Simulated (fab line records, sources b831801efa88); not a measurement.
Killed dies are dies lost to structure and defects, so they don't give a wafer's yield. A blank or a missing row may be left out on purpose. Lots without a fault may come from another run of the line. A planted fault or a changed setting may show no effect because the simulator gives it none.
A struck lot beside a sound one | flow sky130 | 14 steps out of a route of 708
Sound: wafers L885.1, L885.4, L885.6. Struck: wafers L881.1, L881.4, L881.6. The cause comes at the end.
At each step with rows: each side's tool, then ch and its chambers, then its first start. Under that, the readings that differ: sound wafers | struck wafers | difference of the means | sigmas: that difference in standard deviations of wafers without a fault.
alike: readings whose means differ by less than 2 such deviations, and words and numbers that are the same on both sides. not compared: withheld readings, readings that some wafer has no value for, bounds like >300 that may hide the same value, and numbers for which the record gives no deviation and whose values overlap.
The two part at a step that has a row with sigmas, a row that says differs or no value, or rows on one side only. Numbers that don't overlap but have no deviation are shown without sigmas and don't part them. A reading that every wafer of one side lacks parts them only if that side has two wafers or more.

SKY_METAL3_SPUTTER_04: material TiN, target thk 70 nm, time 58.3 s.
  sound on pvd_sputter-01, day 43 02:18; struck on pvd_sputter-01, day 42 09:34
  alike: throttle_valve_pct
SKY_CAPM_CVD_00: deposits SiO2, target thk 15.5 nm.
  sound on pecvd-03 ch 2, day 43 02:21; struck on pecvd-02 ch 0,1, day 42 09:37
  alike: heater_power_w
SKY_CAPM_THK_MEAS_01:
  sound on film_metro-04, day 43 02:23; struck on film_metro-04, day 42 09:38
  alike: CAPM_CVD_00_THK
SKY_CAPM_SPUTTER_02: material TiN, target thk 200 nm, time 166.7 s.
  sound on pvd_sputter-02, day 43 02:26; struck on pvd_sputter-02, day 42 09:42
  alike: throttle_valve_pct
SKY_CAPM_RS_MEAS_03: measures by four-point-probe.
  sound on film_metro-02, day 43 02:33; struck on film_metro-02, day 42 09:49
  reading              | sound          | struck         | difference | sigmas
  CAPM_TIN_RS (ohm/sq) | 6.96 6.99 7.00 | 6.86 6.84 6.82 | -0.14      | -2
SKY_CAPM_THK_MEAS_04: measures by xrf.
  sound on film_metro-02, day 43 02:40; struck on film_metro-02, day 42 09:56
  alike: CAPM_TIN_THK
then, 6 steps without rows for these wafers: SKY_CAPM_DEHYDRATE_05 (time 60 s); SKY_CAPM_HMDS_06 (prime time 60 s); SKY_CAPM_COAT_07 (resist thk 1140 nm); SKY_CAPM_SOFTBAKE_08 (time 60 s); SKY_CAPM_EXPOSE_09 (exposes mask CAPM, target cd 1000 nm); SKY_CAPM_PEB_10.
SKY_CAPM_DEVELOP_11: develop time 60 s.
  sound on litho_track-04 ch 0, day 44 01:09; struck on litho_track-01, day 43 08:47
  no value came back on the struck wafers for chill_plate_temp_C (C), develop_time_s (s); on the sound wafers chill_plate_temp_C (C) reads 22.96 23.05 22.93
SKY_CAPM_OVL_MEAS_12:
  sound on overlay-02, day 44 01:18; struck on overlay-02, day 43 08:56
  reading       | sound          | struck | difference                    | sigmas
  CAPM_OVL (nm) | -1.7 -3.8 -2.6 | - - -  | no value on the struck wafers |

WHERE THEY PART
First at SKY_CAPM_RS_MEAS_03; last, within this record, at SKY_CAPM_OVL_MEAS_12.

WHY: what the simulator had put in
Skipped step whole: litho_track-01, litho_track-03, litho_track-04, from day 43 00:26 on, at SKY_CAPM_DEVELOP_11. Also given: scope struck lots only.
